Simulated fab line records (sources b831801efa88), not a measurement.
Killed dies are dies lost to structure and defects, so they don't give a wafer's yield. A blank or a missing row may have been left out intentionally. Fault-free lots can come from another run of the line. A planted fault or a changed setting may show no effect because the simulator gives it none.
Check for tools in common / flow gf180mcu / Sample size 13 lots and 39 wafers

## WHY IT WAS OPENED
At GF_VT_IMPLANT_TW_MEAS_21 the reading VT_IMPLANT_2_TW is flagged on 2 of 13 lots. Fault-free wafers read 1223, with a standard deviation of 6.5.
Rule: a lot is flagged when every wafer of it that has a number lies more than 4 standard deviations from that mean, or none has a number. All remaining lots are regarded as sound.

lot=L742; measured=day 6 07:16; on=film metro-01; VT_IMPLANT_2_TW, wafer by wafer=1225 1231 1232; flag=
lot=L743; measured=day 6 13:05; on=film metro-04; VT_IMPLANT_2_TW, wafer by wafer=1229 1222 1228; flag=
lot=L746; measured=day 7 10:17; on=film metro-04; VT_IMPLANT_2_TW, wafer by wafer=1217 1219 1218; flag=
lot=L747; measured=day 7 12:56; on=film metro-04; VT_IMPLANT_2_TW, wafer by wafer=1221 1218 1217; flag=
lot=L749; measured=day 8 00:20; on=film metro-01; VT_IMPLANT_2_TW, wafer by wafer=1227 1228 1232; flag=
lot=L753; measured=day 9 07:35; on=film metro-01; VT_IMPLANT_2_TW, wafer by wafer=1455 1454 1467; flag=FLAGGED
lot=L754; measured=day 10 00:17; on=film metro-04; VT_IMPLANT_2_TW, wafer by wafer=1444 1445 1447; flag=FLAGGED
lot=L756; measured=day 10 07:56; on=film metro-03; VT_IMPLANT_2_TW, wafer by wafer=1221 1228 1227; flag=
lot=L758; measured=day 10 18:44; on=film metro-03; VT_IMPLANT_2_TW, wafer by wafer=1225 1217 1219; flag=
lot=L759; measured=day 11 06:33; on=film metro-04; VT_IMPLANT_2_TW, wafer by wafer=1218 1215 1206; flag=
lot=L761; measured=day 11 14:45; on=film metro-01; VT_IMPLANT_2_TW, wafer by wafer=1235 1229 1230; flag=
lot=L762; measured=day 11 15:14; on=film metro-01; VT_IMPLANT_2_TW, wafer by wafer=1227 1234 1230; flag=
lot=L764; measured=day 12 05:45; on=film metro-03; VT_IMPLANT_2_TW, wafer by wafer=1231 1225 1226; flag=
On average the flagged lots' numbers are 1452, which is +229 against the usual, or +35 standard deviations.

## TOOL THAT RAN EACH LOT
The record keeps 1 process step preceding the reading, out of 602 steps on the route. Each cell gives the tool, then ch followed by the chambers the sampled wafers passed through, then the start.
lot=L742; flag=; GF_VT_IMPLANT_IMPLANT_19=implanter-04 ch 0, day 6 07:02
lot=L743; flag=; GF_VT_IMPLANT_IMPLANT_19=implanter-02 ch 0, day 6 12:50
lot=L746; flag=; GF_VT_IMPLANT_IMPLANT_19=implanter-01 ch 0, day 7 10:02
lot=L747; flag=; GF_VT_IMPLANT_IMPLANT_19=implanter-02 ch 0, day 7 12:41
lot=L749; flag=; GF_VT_IMPLANT_IMPLANT_19=implanter-01 ch 0, day 8 00:05
lot=L753; flag=FLAGGED; GF_VT_IMPLANT_IMPLANT_19=implanter-01 ch 0, day 9 07:20
lot=L754; flag=FLAGGED; GF_VT_IMPLANT_IMPLANT_19=implanter-01 ch 0, day 10 00:02
lot=L756; flag=; GF_VT_IMPLANT_IMPLANT_19=implanter-04 ch 0, day 10 07:42
lot=L758; flag=; GF_VT_IMPLANT_IMPLANT_19=implanter-02 ch 0, day 10 18:29
lot=L759; flag=; GF_VT_IMPLANT_IMPLANT_19=implanter-04 ch 0, day 11 06:19
lot=L761; flag=; GF_VT_IMPLANT_IMPLANT_19=implanter-04 ch 0, day 11 14:26
lot=L762; flag=; GF_VT_IMPLANT_IMPLANT_19=implanter-02 ch 0, day 11 14:59
lot=L764; flag=; GF_VT_IMPLANT_IMPLANT_19=implanter-04 ch 0, day 12 05:32
These steps, and what they do:
- GF_VT_IMPLANT_IMPLANT_19
- GF_VT_IMPLANT_TW_MEAS_21

## FLAGGED OVER TOTAL, TOOL BY TOOL (the gauges that took the reading come last)
step=GF_VT_IMPLANT_IMPLANT_19; tool=implanter-01; lots run=4; flagged=2; share of the flagged lots=all; sound lots run after its first flagged lot=0
step=GF_VT_IMPLANT_IMPLANT_19; tool=implanter-02; lots run=4; flagged=0; share of the flagged lots=none; sound lots run after its first flagged lot=-
step=GF_VT_IMPLANT_IMPLANT_19; tool=implanter-04; lots run=5; flagged=0; share of the flagged lots=none; sound lots run after its first flagged lot=-
step=GF_VT_IMPLANT_TW_MEAS_21; tool=film metro-01; lots run=5; flagged=1; share of the flagged lots=some; sound lots run after its first flagged lot=2 (L761,L762)
step=GF_VT_IMPLANT_TW_MEAS_21; tool=film metro-03; lots run=3; flagged=0; share of the flagged lots=none; sound lots run after its first flagged lot=-
step=GF_VT_IMPLANT_TW_MEAS_21; tool=film metro-04; lots run=5; flagged=1; share of the flagged lots=some; sound lots run after its first flagged lot=1 (L759)

## THE TABLE: WHAT IT ALLOWS
Rows of the table that ran each flagged lot: 1, that is implanter-01 at GF_VT_IMPLANT_IMPLANT_19.
- implanter-01 at GF_VT_IMPLANT_IMPLANT_19 ran 4 lots, 2 of them flagged. Last sound lot L749 at day 8 00:05, first flagged lot L753 at day 9 07:20; a fault beginning in between fits. Its own readings (dose ions cm2, faraday current uA) fall more than 4 standard deviations out on all wafers of the flagged lots.
One tool is left: implanter-01 at GF_VT_IMPLANT_IMPLANT_19.

## WHAT THE SIMULATOR HAD INSERTED
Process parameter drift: implanter-01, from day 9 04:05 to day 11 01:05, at GF_VT_IMPLANT_IMPLANT_19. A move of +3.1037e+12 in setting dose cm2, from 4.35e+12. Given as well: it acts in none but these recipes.
Struck lots among those shown: L753, L754. The same result came from the rule above.
